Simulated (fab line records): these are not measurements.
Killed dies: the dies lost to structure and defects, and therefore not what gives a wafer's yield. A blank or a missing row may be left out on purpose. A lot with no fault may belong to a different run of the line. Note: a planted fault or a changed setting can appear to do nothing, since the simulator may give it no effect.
Which tool was responsible?	flow gf180mcu	11 lots with 33 wafers sampled at 5 steps, on a route of 602 steps

## WHAT THE GAUGES READ, wafer by wafer
GF_M1_RS_MEAS_05: measurement is done with a four-point probe. Usual: M1_ALCU_RS typically reads 0.0694 ohm/sq, with standard deviation 0.00075.
lot	measured	on	M1_ALCU_RS (ohm/sq)	flag
L448	day 16 00:28	film metro-02	0.0692 0.0702 0.0702	
L450	day 16 15:52	film metro-02	0.0687 0.0682 0.0688	
L451	day 17 03:36	film metro-04	0.0685 0.0690 0.0683	
L455	day 18 20:21	film metro-02	0.0682 0.0680 0.0678	
L457	day 19 06:55	film metro-02	0.0698 0.0694 0.0693	
L458	day 20 07:32	film metro-03	0.0702 0.0693 0.0709	
L460	day 20 22:35	film metro-03	0.0685 0.0696 0.0691	
L462	day 21 14:17	film metro-03	0.0692 0.0702 0.0694	
L467	day 22 21:18	film metro-02	0.0698 0.0696 0.0703	
L469	day 23 16:22	film metro-02	0.0686 0.0691 0.0687	
L471	day 24 06:37	film metro-04	0.0697 0.0681 0.0696	

GF_M1_OVL_MEAS_15. Usual: M1_OVL typically reads 1 nm, with standard deviation 5.1.
lot	measured	on	M1_OVL (nm)	flag
L448	day 16 23:03	overlay-01	-7 2 -1	
L450	day 17 14:22	overlay-02	5 4 8	
L451	day 18 03:16	overlay-01	1 -3 -1	
L455	day 19 20:48	overlay-02	13 4 6	
L457	day 20 07:27	overlay-01	6 0 4	
L458	day 21 07:39	overlay-02	-3 5 2	
L460	day 21 22:04	overlay-01	-7 -13 -9	
L462	day 22 14:30	overlay-01	4 0 -1	
L467	day 23 19:54	overlay-01	5 2 1	
L469	day 24 14:27	overlay-01	7 4 4	
L471	day 25 04:25	overlay-01	-5 -5 -3	

GF_V1_RS_MEAS_24: measurement is done with a four-point probe. Usual: V1_W_RS typically reads 0.3288 ohm/sq, with standard deviation 0.0026.
lot	measured	on	V1_W_RS (ohm/sq)	flag
L448	day 18 00:32	film metro-04	0.3298 0.3267 0.3278	
L450	day 18 16:23	film metro-04	0.3231 0.3214 0.3293	
L451	day 19 04:52	film metro-02	0.3318 0.3236 0.3272	
L455	day 20 23:25	film metro-02	0.3298 0.3287 0.3257	
L457	day 21 10:16	film metro-04	0.3336 0.3264 0.3307	
L458	day 22 09:49	film metro-01	0.3301 0.3366 0.3335	
L460	day 22 23:46	film metro-01	0.3277 0.3293 0.3301	
L462	day 23 15:45	film metro-01	0.3297 0.3277 0.3249	
L467	day 24 20:41	film metro-04	0.3505 0.3507 0.3450 0.3498 0.3508 0.3449	OFF
L469	day 25 14:36	film metro-02	0.3501 0.3526 0.3494 0.3506 0.3526 0.3499	OFF
L471	day 26 04:37	film metro-02	0.3300 0.3279 0.3334	

GF_V1_THK_MEAS_25: measures by xrf. Usual: V1_W_THK typically reads 356 nm, with standard deviation 5.9.
lot	measured	on	V1_W_THK (nm)	flag
L448	day 18 00:40	film metro-04	356 360 356	
L450	day 18 16:29	film metro-04	361 365 356	
L451	day 19 04:58	film metro-02	345 353 348	
L455	day 20 23:32	film metro-02	349 352 356	
L457	day 21 10:23	film metro-04	351 357 353	
L458	day 22 09:56	film metro-01	363 356 357	
L460	day 22 23:52	film metro-01	366 364 365	
L462	day 23 15:52	film metro-01	363 365 370	
L467	day 24 23:41	film metro-04	329 331 336 333 332 337	OFF
L469	day 25 17:14	film metro-02	329 327 333 332 329 329	OFF
L471	day 26 04:43	film metro-02	348 349 345	

## WHICH TOOL RAN EACH LOT (tool, then ch and the chambers of the sampled wafers, then the start)
lot	GF_V1_CVD_23
L448	cvd w-01 ch 0,1, day 18 00:26
L450	cvd w-02 ch 0,1, day 18 16:15
L451	cvd w-01 ch 0,1, day 19 04:45
L455	cvd w-01 ch 0,1, day 20 23:18
L457	cvd w-01 ch 0, day 21 10:03
L458	cvd w-01 ch 0,1, day 22 09:43
L460	cvd w-02 ch 0, day 22 23:34
L462	cvd w-02 ch 0,1, day 23 15:38
L467	cvd w-01 ch 0,1, day 24 20:34
L469	cvd w-01 ch 0,1, day 25 14:29
L471	cvd w-02 ch 0,1, day 26 04:29
- GF_V1_CVD_23: deposits W, target thk 350 nm, time 105.05 s.

## AS READ BY THE TOOLS THEMSELVES (means over the sampled wafers that have a number; for cases with no such wafer, the mark the record gives instead)
GF_V1_CVD_23. Usual: chamber pressure Torr 39.98 Torr, standard deviation 0.1; heater power w 836 W, standard deviation 100.
lot	tool	chamber pressure Torr (Torr)	heater power w (W)	flag
L448	cvd w-01	39.97	847	
L450	cvd w-02	39.94	776	
L451	cvd w-01	40.01	839	
L455	cvd w-01	39.91	850	
L457	cvd w-01	39.99	882	
L458	cvd w-01	40.01	847	
L460	cvd w-02	39.83	945	
L462	cvd w-02	39.88	775	
L467	cvd w-01	35.96	827	OFF
L469	cvd w-01	35.97	828	OFF
L471	cvd w-02	40.09	783	

## THE ANSWER, worked out from the rows above alone
Rule: a lot is off if the mean of its wafers that have a number lies more than 3 standard deviations from the usual mean. Also off: a lot with no number at a reading for which 4 or more lots have one. All remaining lots with rows at the step are treated as sound. After the gauges, taken in route order, come the tools' own readings; for these a lot's mean is taken, as printed above. The first step at which some lot is off is used, and at that step the reading that is off furthest; a lot without a number counts as furthest.
Off: L467, L469, at GF_V1_RS_MEAS_24 (V1_W_RS).
If a tool, at a process step before that reading, ran all the lots that are off and no sound lot after the first of them, it fits. Not tried: the gauges at GF_V1_RS_MEAS_24; whatever is off there is also off at GF_V1_CVD_23, on other tools, and gauge error can't account for it. One candidate fits, namely cvd w-01 at GF_V1_CVD_23. Its last sound lot is L458 (day 22 09:43), its first lot that is off L467 (day 24 20:34): a fault that began between those two fits.
On the lots that are off, the tool's own readings at GF_V1_CVD_23 differ by more than 5 times the standard deviation of the sound lots' means, which bears it out; chamber pressure Torr reads 35.97 Torr there versus 39.96 Torr on the sound lots.

## WHAT THE SIMULATOR PUT IN
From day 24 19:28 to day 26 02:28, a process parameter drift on cvd w-01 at GF_V1_CVD_23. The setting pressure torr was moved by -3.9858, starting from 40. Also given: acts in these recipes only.
Struck lots among those shown: L467, L469. The rule above reached the same finding.
